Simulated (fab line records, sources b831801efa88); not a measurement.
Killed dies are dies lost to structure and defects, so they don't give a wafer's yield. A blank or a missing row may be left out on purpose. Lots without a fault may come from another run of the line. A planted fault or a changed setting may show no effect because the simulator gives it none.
A struck lot beside a sound one | flow sky130 | 15 steps out of a route of 708
Sound: wafers L848.4, L848.5, L848.6. Struck: wafer L855.3. (L855.4, L855.5 of the same lot were not struck and are left out.) The cause comes at the end.
At each step with rows: each side's tool, then ch and its chambers, then its first start. Under that, the readings that differ: sound wafers | struck wafers | difference of the means | sigmas: that difference in standard deviations of wafers without a fault.
alike: readings whose means differ by less than 2 such deviations, and words and numbers that are the same on both sides. not compared: withheld readings, readings that some wafer has no value for, bounds like >300 that may hide the same value, and numbers for which the record gives no deviation and whose values overlap.
The two part at a step that has a row with sigmas, a row that says differs or no value, or rows on one side only. Numbers that don't overlap but have no deviation are shown without sigmas and don't part them. A reading that every wafer of one side lacks parts them only if that side has two wafers or more.

first, 7 steps without rows for these wafers: SKY_METAL4_HMDS_06 (prime time 60 s); SKY_METAL4_COAT_07 (resist thk 60 nm); SKY_METAL4_COAT_08 (resist thk 1140 nm); SKY_METAL4_SOFTBAKE_09 (time 90 s); SKY_METAL4_EXPOSE_10 (exposes mask MM4, target cd 300 nm); SKY_METAL4_PEB_11; SKY_METAL4_DEVELOP_12 (develop time 60 s).
SKY_METAL4_CD_MEAS_13: target cd 300 nm.
  sound on cd_sem-01, day 43 07:19; struck on cd_sem-02, day 45 10:32
  alike: cd_nm
SKY_METAL4_OVL_MEAS_14:
  sound on overlay-01, day 43 07:23; struck on overlay-01, day 45 10:38
  alike: METAL4_OVL
SKY_METAL4_DESCUM_15: chemistry O2, time 8 s.
  sound on rie_metal-04 ch 0,1, day 43 07:25; struck on rie_metal-01 ch 0, day 45 10:40
  reading               | sound             | struck | difference | sigmas
  oes_product_au (a.u.) | 0.976 0.976 0.986 | 1.018  | +0.039     | +4
  alike: drypump_motor_current_A
  not compared: rf_hours_counter_h
SKY_METAL4_ETCH_16: etches BARC in N2/H2, stops on SiO2, time 88.2 s, target depth 60 nm.
  sound on rie_metal-04 ch 0,1, day 43 07:29; struck on rie_metal-01 ch 0, day 45 10:43
  alike: drypump_motor_current_A, oes_product_au, run_length_s, throttle_valve_pct
  not compared: rf_hours_counter_h
SKY_METAL4_ETCH_17: etches SiO2 in C4F8/O2/Ar, stops on TiN, time 3.9 s, target depth 15 nm.
  sound on rie_diel-01 ch 0,1, day 43 07:32; struck on rie_diel-02 ch 2, day 45 10:47
  alike: oes_product_au
SKY_METAL4_METAL_ETCH_18: etches the open film in Cl2/BCl3, stops on SiO2, target depth 845 nm, time 183.1 s.
  sound on rie_metal-03 ch 0,1, day 43 07:37; struck on rie_metal-03 ch 1, day 45 10:52
  reading                                       | sound             | struck | difference | sigmas
  oes_product_au (a.u.)                         | 0.866 0.861 0.869 | 0.830  | -0.035     | -5
  run_length_s (s)                              | 211.7 211.3 211.8 | 226.9  | +15.3      | +22
  model.KrF-thick_of_METAL4_COAT_08.thk_nm (nm) | 534.9 532.3 522.9 | 484.8  | -45.2      |
  alike: drypump_motor_current_A, throttle_valve_pct
  not compared: rf_hours_counter_h
SKY_METAL4_STRIP_19: strips in O2/N2.
  sound on plasma_asher-04 ch 0,1, day 43 07:46; struck on plasma_asher-04 ch 0, day 45 11:01
  reading                      | sound             | struck | difference | sigmas
  oes_product_au (a.u.)        | 0.510 0.508 0.506 | 0.477  | -0.031     | -6
  strip_time_to_endpoint_s (s) | 6.61 6.59 6.50    | 6.11   | -0.46      | -6
  alike: drypump_motor_current_A
  not compared: rf_hours_counter_h
then, 1 step without rows for these wafers: SKY_METAL4_STRIP_20 (strips in post etch residue remover, time 1200 s).

WHERE THEY PART
First at SKY_METAL4_DESCUM_15; last, within this record, at SKY_METAL4_STRIP_19.

WHY: what the simulator had put in
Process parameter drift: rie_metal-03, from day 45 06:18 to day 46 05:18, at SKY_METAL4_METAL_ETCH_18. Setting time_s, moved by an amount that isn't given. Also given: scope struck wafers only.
